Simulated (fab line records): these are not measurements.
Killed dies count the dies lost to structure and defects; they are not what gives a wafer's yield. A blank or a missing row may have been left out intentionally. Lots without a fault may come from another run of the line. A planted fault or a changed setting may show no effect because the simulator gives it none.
fab line records	flow sky130
[record] lots = 6	wafers = 18	last_day = 49
route steps=708 shown LI_CONTACT@371 PAD_OPEN@708
lots that met no fault: from a run of the same line without faults
start_h: the number of hours between the record's first day and the start of the first shown wafer of the lot	wait_h: hours elapsed since this lot's preceding step	" same as the row above	L1.1+2: a single row standing in for several wafers	- no value present, or no start provided	* or withheld: withheld	< > ~ a bound
route shown NAME@n: a module of which the file shows steps, and the number in the route of the first	usual: the fault-free wafers' mean and standard deviation	same: alike in all rows	chamber/n: place in a boat	sites: readings site by site	_std_site: the standard deviation of these	_edge_site: mean of outer sites minus mean of inner sites	radius_mm: how far each site lies from the wafer's centre	mask NAME#n: copy n	behind: the last tool/chamber to shape the wafer	hold: why the lot was held/for how many hours/how that ended	device: whichever transistor did not switch (one of n, p or np)	end of line: tests run on the same wafers once the route is complete	where a step has no rows: the recipe by itself	killed: at the first sort, the dies lost to defects and structure; wafer yield is something else	map: the dies of a wafer, with x for killed, . for not killed, _ for no die there
set.NAME: the run value of the setting; set.NAME@STEP: its run value at that earlier step	model.NAME: the simulator's own value behind a step, which no gauge read
certain route steps with their lots: each step a table, each wafer a row
services: when a tool's chamber went out of use (start_h, in hours from the record's first day, below 0 if earlier), for how many hours, and the reason
[[steps]]
[step SKY_LI_CONTACT_EXPOSE_09]
[recipe] mask_id = LICM1	na = 0.8	source_shape = annular	sigma_inner = 0.55	sigma_outer = 0.85	target_cd_nm = 170	dose_mj = 38
[step SKY_LI_CONTACT_PEB_10]
[recipe] peb_temp_c = withheld	peb_time_s = withheld	resist = KrF-thick
[step SKY_LI_CONTACT_DEVELOP_11]
[recipe] develop_time_s = 60	resist = KrF-thick	dev_temp_c = 21
[step SKY_LI_CONTACT_CD_MEAS_12]
[recipe] target_cd_nm = 170
[usual] cd_nm = 170.7/1.4
lot.wafer	tool	chamber	start_h	wait_h	cd_nm
L852.3	cd_sem-02	-	698.68	-	171.4
L852.5	"	-	"	"	169.8
L852.6	"	-	"	"	171.1
L853.1	cd_sem-01	-	707.44	-	172.8
L853.5	"	-	"	"	173.1
L853.6	"	-	"	"	171.8
L854.2	cd_sem-01	-	720.48	-	170.3
L854.3	"	-	"	"	170.9
L854.6	"	-	"	"	171.2
L861.1	cd_sem-01	-	777.35	-	169.5
L861.3	"	-	"	"	169.0
L861.6	"	-	"	"	169.1
L864.2	cd_sem-01	-	795.22	-	172.2
L864.3	"	-	"	"	172.8
L864.4	"	-	"	"	171.2
L869.2	cd_sem-01	-	831.16	-	171.5
L869.4	"	-	"	"	171.6
L869.5	"	-	"	"	171.0
[step SKY_LI_CONTACT_OVL_MEAS_13]
[usual] LI_CONTACT_OVL = -5/4.7
lot.wafer	tool	chamber	start_h	wait_h	LI_CONTACT_OVL[nm]
L852.3	overlay-02	-	698.77	0.1	-4
L852.5	"	-	"	"	-6
L852.6	"	-	"	"	-3
L853.1	overlay-01	-	707.56	0.1	-8
L853.5	"	-	"	"	0
L853.6	"	-	"	"	-9
L854.2	overlay-02	-	720.58	0.1	-12
L854.3	"	-	"	"	-8
L854.6	"	-	"	"	-4
L861.1	overlay-02	-	777.47	0.1	1
L861.3	"	-	"	"	0
L861.6	"	-	"	"	-6
L864.2	overlay-01	-	795.33	0.1	-6
L864.3	"	-	"	"	-10
L864.4	"	-	"	"	-10
L869.2	overlay-01	-	831.26	0.1	-10
L869.4	"	-	"	"	-5
L869.5	"	-	"	"	-7
[step SKY_LI_CONTACT_ETCH_14]
[recipe] chemistry = N2/H2	target = BARC	ion_energy_ev = 200	source_w = 500	bias_w = 100	pressure_mtorr = 30	n2_flow_sccm = 100	h2_flow_sccm = 200	stop_on = SiO2	time_s = 45.9	target_depth_a = 600
[usual] drypump_motor_current_A = 5.7/0.47	n2_flow_sccm = 99.99/0.3	oes_product_au = 0.856/0.0052	throttle_valve_pct = 13.226/0.0087
[same] time_s = 45.9
lot.wafer	tool	chamber	start_h	wait_h	drypump_motor_current_A	n2_flow_sccm	oes_product_au	rf_hours_counter_h	throttle_valve_pct
L852.3	rie_diel-01	0	698.79	0.0	6.6	99.89	0.856	6	13.232
L852.5	"	1	"	"	5.3	100.07	0.852	-	13.225
L852.6	"	0	"	"	6.5	100.13	0.855	-	13.222
L853.1	rie_diel-04	1	707.59	0.0	5.9	99.70	0.855	0	13.219
L853.5	"	1	"	"	5.9	100.30	0.860	-	13.231
L853.6	"	2	"	"	5.3	99.79	0.852	-	13.219
L854.2	rie_diel-04	1	720.61	0.0	5.9	100.19	0.847	0	13.212
L854.3	"	2	"	"	5.2	99.55	0.857	30	13.220
L854.6	"	3	"	"	6.0	100.05	0.863	-	13.232
L861.1	rie_diel-04	1	777.51	0.0	5.8	99.91	0.851	1	13.215
L861.3	"	3	"	"	6.1	99.70	0.855	4	13.218
L861.6	"	1	"	"	5.9	99.66	0.851	-	13.222
L864.2	rie_diel-01	0	795.36	0.0	6.5	100.00	0.855	8	13.229
L864.3	"	1	"	"	5.3	99.82	0.849	24	13.234
L864.4	"	3	"	"	5.8	99.76	0.856	1	13.212
L869.2	rie_diel-04	2	831.29	0.0	5.3	100.09	0.850	0	13.238
L869.4	"	0	"	"	5.9	99.84	0.857	8	13.215
L869.5	"	1	"	"	5.9	100.00	0.862	-	13.230
[step SKY_LI_CONTACT_ETCH_15]
[recipe] target = PSG	chemistry = C4F8/O2/Ar	stop_on = Si	taper_deg = 4.15	mask_material = KrF-thick	source_w = 1500	bias_w = 1200	pressure_mtorr = 40	c4f8_flow_sccm = withheld	O2_flow_sccm = 6	Ar_flow_sccm = 300	time_s = withheld	target_depth_a = 6000
[usual] oes_product_au = 0.837/0.0047
lot.wafer	tool	chamber	start_h	wait_h	oes_product_au
L852.3	rie_diel-01	0	698.83	0.0	0.842
L852.5	"	1	"	"	0.841
L852.6	"	0	"	"	0.837
L853.1	rie_diel-04	1	707.63	0.0	0.846
L853.5	"	1	"	"	0.833
L853.6	"	2	"	"	0.829
L854.2	rie_diel-04	1	720.66	0.0	0.840
L854.3	"	2	"	"	0.830
L854.6	"	3	"	"	0.840
L861.1	rie_diel-04	1	777.55	0.0	0.833
L861.3	"	3	"	"	0.840
L861.6	"	1	"	"	0.834
L864.2	rie_diel-01	0	795.40	0.0	0.842
L864.3	"	1	"	"	0.840
L864.4	"	3	"	"	0.829
L869.2	rie_diel-04	2	831.33	0.0	0.834
L869.4	"	0	"	"	0.835
L869.5	"	1	"	"	0.840
[step SKY_LI_CONTACT_STRIP_16]
[recipe] chemistry = O2/N2	power_w = 1400	pressure_mtorr = 1500	platen_temp_c = withheld	o2_flow_sccm = 3000	n2_flow_sccm = 300	overash_fraction = 0.5
[usual] drypump_motor_current_A = 5.6/0.51	n2_flow_sccm = 300.0/0.97	oes_product_au = 0.376/0.0046	strip_time_to_endpoint_s = 3.496/0.03
lot.wafer	tool	chamber	start_h	wait_h	drypump_motor_current_A	n2_flow_sccm	oes_product_au	rf_hours_counter_h	strip_time_to_endpoint_s
L852.3	plasma_asher-03	1	698.95	-	5.3	299.4	0.371	-	3.482
L852.5	"	0	"	"	6.1	301.2	0.369	-	3.495
L852.6	"	1	"	"	5.4	301.3	0.374	-	3.479
L853.1	plasma_asher-03	1	707.72	-	5.3	299.9	0.382	57	3.549
L853.5	"	0	"	"	6.1	299.5	0.377	-	3.504
L853.6	"	1	"	"	5.4	299.5	0.375	-	3.499
L854.2	plasma_asher-01	1	720.74	-	6.0	299.5	0.375	30	3.521
L854.3	"	1	"	"	6.0	300.1	0.377	-	3.486
L854.6	"	0	"	"	5.2	300.2	0.377	-	3.481
L861.1	plasma_asher-01	1	777.64	-	6.0	300.5	0.369	36	3.479
L861.3	"	0	"	"	5.2	299.3	0.376	-	3.497
L861.6	"	0	"	"	5.2	299.5	0.374	-	3.489
L864.2	plasma_asher-01	1	795.49	-	6.0	299.9	0.376	37	3.489
L864.3	"	1	"	"	6.1	300.1	0.378	-	3.479
L864.4	"	0	"	"	5.2	299.0	0.377	-	3.505
L869.2	plasma_asher-02	1	831.42	-	4.7	302.3	0.381	103	3.528
L869.4	"	0	"	"	6.0	300.5	0.376	-	3.487
L869.5	"	1	"	"	4.8	301.5	0.382	-	3.525
[step SKY_LI_CONTACT_CLEAN_17]
[recipe] chemistry = NMP	time_s = 600	temp_c = 60	dry = n2_spin
[step SKY_LI_CONTACT_PRE_CLEAN_18]
[recipe] gas = Ar	time_s = 5.6	bias_v = 358
[step SKY_LI_CONTACT_SPUTTER_19]
[recipe] material = Ti	target_thk_nm = 20	chamber_pressure_pa = 5	power_w = 2500	substrate_temp_c = 200	time_s = 106.37
[usual] chamber_pressure_pa = 4.998/0.011	throttle_valve_pct = 29.4/1
[same] time_s = 106.37
lot.wafer	tool	chamber	start_h	wait_h	chamber_pressure_pa	throttle_valve_pct
L852.3	pvd_sputter-01	-	699.23	0.0	4.982	28.7
L852.5	"	-	"	"	5.005	29.1
L852.6	"	-	"	"	5.009	30.9
L853.1	pvd_sputter-04	-	708.01	0.0	4.995	29.6
L853.5	"	-	"	"	4.994	30.7
L853.6	"	-	"	"	4.981	29.4
L854.2	pvd_sputter-01	-	721.04	0.0	5.010	29.8
L854.3	"	-	"	"	5.014	28.8
L854.6	"	-	"	"	5.011	29.1
L861.1	pvd_sputter-04	-	777.93	0.0	5.003	29.5
L861.3	"	-	"	"	4.998	30.7
L861.6	"	-	"	"	4.995	29.3
L864.2	pvd_sputter-01	-	795.78	0.0	4.995	31.1
L864.3	"	-	"	"	5.016	27.6
L864.4	"	-	"	"	5.007	29.1
L869.2	pvd_sputter-01	-	831.71	0.0	4.994	29.7
L869.4	"	-	"	"	4.996	30.9
L869.5	"	-	"	"	5.010	27.2
[step SKY_LI_CONTACT_SPUTTER_20]
[recipe] material = TiN	target_thk_nm = 20	chamber_pressure_pa = 5	power_w = 4000	time_s = 80
[usual] chamber_pressure_pa = 4.999/0.0096	throttle_valve_pct = 29.4/1.1
[same] time_s = 80
lot.wafer	tool	chamber	start_h	wait_h	chamber_pressure_pa	throttle_valve_pct
L852.3	pvd_sputter-01	-	699.31	0.0	5.010	29.1
L852.5	"	-	"	"	4.992	28.9
L852.6	"	-	"	"	4.987	31.1
L853.1	pvd_sputter-04	-	708.09	0.0	5.020	29.4
L853.5	"	-	"	"	4.997	30.5
L853.6	"	-	"	"	5.010	29.3
L854.2	pvd_sputter-01	-	721.11	0.0	4.990	30.0
L854.3	"	-	"	"	4.998	28.8
L854.6	"	-	"	"	4.992	29.0
L861.1	pvd_sputter-04	-	778.01	0.0	5.010	29.6
L861.3	"	-	"	"	5.035	30.6
L861.6	"	-	"	"	4.976	29.7
L864.2	pvd_sputter-01	-	795.86	0.0	5.000	31.2
L864.3	"	-	"	"	5.011	27.5
L864.4	"	-	"	"	5.001	29.3
L869.2	pvd_sputter-01	-	831.79	0.0	4.990	30.0
L869.4	"	-	"	"	4.996	31.3
L869.5	"	-	"	"	5.008	27.5
[step SKY_LI_CONTACT_CVD_21]
[recipe] material = W	target_thk_nm = 400	time_s = 120.56	temp_c = 400	pressure_torr = 40
[usual] chamber_pressure_Torr = 40.01/0.084	heater_power_w = 832/38	susceptor_temp_C = 399.97/0.24
[same] time_s = 120.56
lot.wafer	tool	chamber	start_h	wait_h	chamber_pressure_Torr	heater_power_w	susceptor_temp_C	model.W_of_LI_CONTACT_CVD_21.thk_nm
L852.3	cvd_w-01	0	699.41	0.1	39.96	803	394.72	355.8
L852.5	"	0	"	"	39.92	826	394.67	354.2
L852.6	"	1	"	"	40.03	735	395.01	357.3
L853.1	cvd_w-02	1	708.15	0.0	40.07	876	399.74	388.2
L853.5	"	0	"	"	40.04	830	400.02	393.7
L853.6	"	1	"	"	39.97	887	399.69	388.3
L854.2	cvd_w-01	1	721.17	0.0	39.98	757	395.00	361.4
L854.3	"	0	"	"	40.03	838	395.01	361
L854.6	"	0	"	"	39.93	835	394.98	355
L861.1	cvd_w-02	0	778.07	0.0	39.91	837	399.68	397.9
L861.3	"	1	"	"	39.97	849	399.71	397.4
L861.6	"	1	"	"	39.86	874	400.16	399.6
L864.2	cvd_w-01	1	795.92	0.0	40.01	764	400.08	395.3
L864.3	"	0	"	"	39.81	830	400.20	399.3
L864.4	"	1	"	"	40.04	791	400.05	397.9
L869.2	cvd_w-02	1	831.85	0.0	39.96	877	399.82	398.7
L869.4	"	0	"	"	39.92	862	400.22	401.2
L869.5	"	1	"	"	40.12	894	400.14	389.6
[step SKY_LI_CONTACT_RS_MEAS_22]
[recipe] thk_meas_gauge = four-point-probe	reads = W_of_LI_CONTACT_CVD_21+TiN_of_LI_CONTACT_SPUTTER_20+Ti_of_LI_CONTACT_SPUTTER_19
[usual] LI_CONTACT_W_RS = 0.289/0.0032
lot.wafer	tool	chamber	start_h	wait_h	LI_CONTACT_W_RS[ohm/sq]
L852.3	film_metro-03	-	699.53	0.1	0.321
L852.5	"	-	"	"	0.322
L852.6	"	-	"	"	0.320
L853.1	film_metro-04	-	708.28	0.1	0.294
L853.5	"	-	"	"	0.289
L853.6	"	-	"	"	0.293
L854.2	film_metro-02	-	721.32	0.1	0.316
L854.3	"	-	"	"	0.316
L854.6	"	-	"	"	0.322
L861.1	film_metro-03	-	778.19	0.1	0.287
L861.3	"	-	"	"	0.286
L861.6	"	-	"	"	0.285
L864.2	film_metro-04	-	796.06	0.1	0.288
L864.3	"	-	"	"	0.285
L864.4	"	-	"	"	0.286
L869.2	film_metro-03	-	832.00	0.1	0.286
L869.4	"	-	"	"	0.284
L869.5	"	-	"	"	0.293
[step SKY_LI_CONTACT_THK_MEAS_23]
[recipe] thk_meas_gauge = xrf	reads = W_of_LI_CONTACT_CVD_21
[usual] LI_CONTACT_W_THK = 399/5.8
lot.wafer	tool	chamber	start_h	wait_h	LI_CONTACT_W_THK[nm]
L852.3	film_metro-03	-	699.63	0.1	360
L852.5	"	-	"	"	356
L852.6	"	-	"	"	363
L853.1	film_metro-04	-	708.40	0.1	395
L853.5	"	-	"	"	400
L853.6	"	-	"	"	392
L854.2	film_metro-02	-	721.43	0.1	366
L854.3	"	-	"	"	366
L854.6	"	-	"	"	358
L861.1	film_metro-03	-	778.31	0.1	398
L861.3	"	-	"	"	398
L861.6	"	-	"	"	402
L864.2	film_metro-04	-	796.17	0.1	401
L864.3	"	-	"	"	402
L864.4	"	-	"	"	399
L869.2	film_metro-03	-	832.11	0.1	404
L869.4	"	-	"	"	405
L869.5	"	-	"	"	389
[step SKY_LI_CONTACT_CMP_24]
[recipe] stop_on = PSG	t_overpolish_s = 20	down_force_psi = 3.5	platen_rpm = 60	target_thk_nm = 0	pad_velocity_m_s = 0.94248
[step SKY_PAD_OPEN_PROBE_99]
[usual] killed_at_M0_to_M3 = 42/7.7	killed_at_M4_up = 3.1/1.9	killed_at_contacts = 24/4.9	killed_at_front_end = 15/4.6	killed_at_other = 0.3/0.51	killed_dies = 85/9.9	killed_on_rim = 17/4.1	killed_open = 47/7.1	killed_short = 38/6.7
[same] gross_dies = 492	killed_at_back_side = 0
lot.wafer	tool	chamber	start_h	wait_h	killed_at_M0_to_M3	killed_at_M4_up	killed_at_contacts	killed_at_front_end	killed_at_other	killed_dies	killed_on_rim	killed_open	killed_short
L852.3	prober-02	-	1093.12	0.2	43	5	26	13	0	87	19	52	35
L852.5	prober-02	-	1093.22	0.2	49	3	22	21	0	95	21	47	46
L852.6	prober-02	-	1093.27	0.2	48	4	25	13	0	90	25	58	30
L853.1	prober-01	-	1098.42	0.1	44	3	23	12	0	82	18	42	39
L853.5	prober-01	-	1098.62	0.2	32	1	24	13	0	70	15	38	31
L853.6	prober-01	-	1098.67	0.2	50	2	26	16	0	94	22	48	45
L854.3	prober-02	-	1106.66	0.2	31	4	32	14	0	81	16	51	30
L861.1	prober-01	-	1149.34	0.1	41	2	23	19	0	85	15	54	30
L861.3	prober-01	-	1149.44	0.2	42	6	11	22	0	81	17	34	45
L861.6	prober-01	-	1149.59	0.2	24	2	22	24	1	73	17	45	27
// killed by level:class
L852.3 CONTACT:geometric_particle:open=13 VIA1:geometric_particle:open=12 LI_CONTACT:geometric_particle:open=8 METAL1:geometric_particle:short=7 METAL2:geometric_particle:short=6 VIA2:geometric_particle:open=5 FIELD_ISO:geometric_particle:open=4 POLY_GATE:geometric_particle:short=4
L852.5 VIA1:geometric_particle:open=14 FIELD_ISO:geometric_particle:short=7 CONTACT:geometric_particle:open=7 VIA1:geometric_particle:short=7 LI_CONTACT:geometric_particle:open=6 VIA2:geometric_particle:open=6 LOCAL_INTERCONNECT:geometric_particle:short=5 METAL2:geometric_particle:short=5
L852.6 VIA1:geometric_particle:open=16 CONTACT:geometric_particle:open=10 LI_CONTACT:geometric_particle:open=9 VIA3:geometric_particle:open=6 METAL2:geometric_particle:short=5 VIA2:geometric_particle:short=5 VIA2:geometric_particle:open=5 FIELD_ISO:geometric_particle:open=4
L853.1 VIA1:geometric_particle:open=11 VIA3:geometric_particle:open=11 CONTACT:geometric_particle:open=7 FIELD_ISO:geometric_particle:short=5 CONTACT:geometric_particle:short=5 METAL1:geometric_particle:short=5 LI_CONTACT:geometric_particle:short=4 LI_CONTACT:geometric_particle:open=4
L853.5 LI_CONTACT:geometric_particle:open=11 CONTACT:geometric_particle:open=7 VIA1:geometric_particle:short=6 METAL3:geometric_particle:short=5 VIA3:geometric_particle:open=5 METAL1:geometric_particle:short=4 FIELD_ISO:geometric_particle:open=3 POLY_GATE:geometric_particle:short=3
L853.6 VIA1:geometric_particle:open=13 LOCAL_INTERCONNECT:geometric_particle:short=7 VIA2:geometric_particle:open=6 CONTACT:geometric_particle:short=6 CONTACT:geometric_particle:open=6 VIA3:geometric_particle:open=6 VIA2:geometric_particle:short=6 FIELD_ISO:geometric_particle:open=5
L854.3 LI_CONTACT:geometric_particle:open=10 VIA1:geometric_particle:open=10 LOCAL_INTERCONNECT:geometric_particle:short=8 FIELD_ISO:geometric_particle:open=6 CONTACT:geometric_particle:open=6 CONTACT:geometric_particle:short=5 VIA3:geometric_particle:open=5 METAL1:geometric_particle:short=4
L861.1 VIA1:geometric_particle:open=15 LI_CONTACT:geometric_particle:open=9 CONTACT:geometric_particle:open=8 VIA2:geometric_particle:open=6 POLY_GATE:geometric_particle:open=5 METAL2:geometric_particle:short=5 FIELD_ISO:geometric_particle:short=4 POLY_GATE:geometric_particle:short=4
L861.3 VIA1:geometric_particle:open=13 FIELD_ISO:geometric_particle:short=6 METAL1:geometric_particle:short=6 VIA2:geometric_particle:open=5 POLY_GATE:geometric_particle:open=5 METAL4:geometric_particle:short=5 METAL2:geometric_particle:short=5 LI_CONTACT:geometric_particle:short=4
L861.6 LI_CONTACT:geometric_particle:open=10 CONTACT:geometric_particle:open=7 FIELD_ISO:geometric_particle:short=6 POLY_GATE:geometric_particle:open=6 VIA1:geometric_particle:open=6 FIELD_ISO:geometric_particle:open=4 METAL2:geometric_particle:short=4 VIA2:geometric_particle:open=4
[[services]]
tool	chamber	start_h	hours	kind
rie_diel-04	1	681.46	-	clean
rie_diel-04	1	681.46	21.9	scheduled_down
rie_diel-04	1	681.46	21.9	vent_cycle
rie_diel-04	-	687.82	0.4	repair
rie_diel-01	2	707.07	6.9	repair
cvd_w-02	0	715.05	3.9	repair
rie_diel-01	3	720.34	-	clean
rie_diel-01	3	720.34	24.8	scheduled_down
rie_diel-01	3	720.34	24.8	vent_cycle
rie_diel-04	1	724.53	7.1	repair
rie_diel-04	-	741.37	1.6	repair
rie_diel-04	1	743.63	12.5	repair
rie_diel-01	1	745.26	1.8	repair
rie_diel-04	2	772.95	5.6	repair
plasma_asher-01	-	782.57	7.4	repair
rie_diel-04	2	801.44	-	clean
rie_diel-04	2	801.44	29.3	scheduled_down
rie_diel-04	2	801.44	29.3	vent_cycle
rie_diel-01	-	804.79	2.7	pm
plasma_asher-03	-	819.67	14.9	repair
[[key]]
[first_sign] step = SKY_LI_CONTACT_CVD_21	reading = susceptor_temp_C	direction = down	sigmas = 21	usual = *	struck = *
[effect] step = SKY_LI_CONTACT_RS_MEAS_22	reading = LI_CONTACT_W_RS	direction = up	sigmas = 9.5	usual = 0.289	struck = 0.319
[effect] step = SKY_LI_CONTACT_THK_MEAS_23	reading = LI_CONTACT_W_THK	direction = down	sigmas = 6.4	usual = 399	struck = 361
[model_effect] step = SKY_LI_CONTACT_CVD_21	value = W_of_LI_CONTACT_CVD_21.thk_nm	without = 392	struck = 357.4
met_at SKY_LI_CONTACT_CVD_21
struck_wafers L852.3,L852.5,L852.6,L854.2,L854.3,L854.6
tester_left_out L852,L854
[fault] kind = process_parameter_drift	tool = cvd_w-01	chamber = -	onset_h = 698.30	steps = SKY_LI_CONTACT_CVD_21	channel = temp_c	offset = *	shape = step	end_h = 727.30	acts_in = *	stated = *
// tester_left_out: of these lots the tester's yield and bins aren't shown, on N5 and GAA mostly nor the transistor test; their killed dies are dies lost to structure and defects alone, not to doping, threshold or leakage, so they don't give the yield
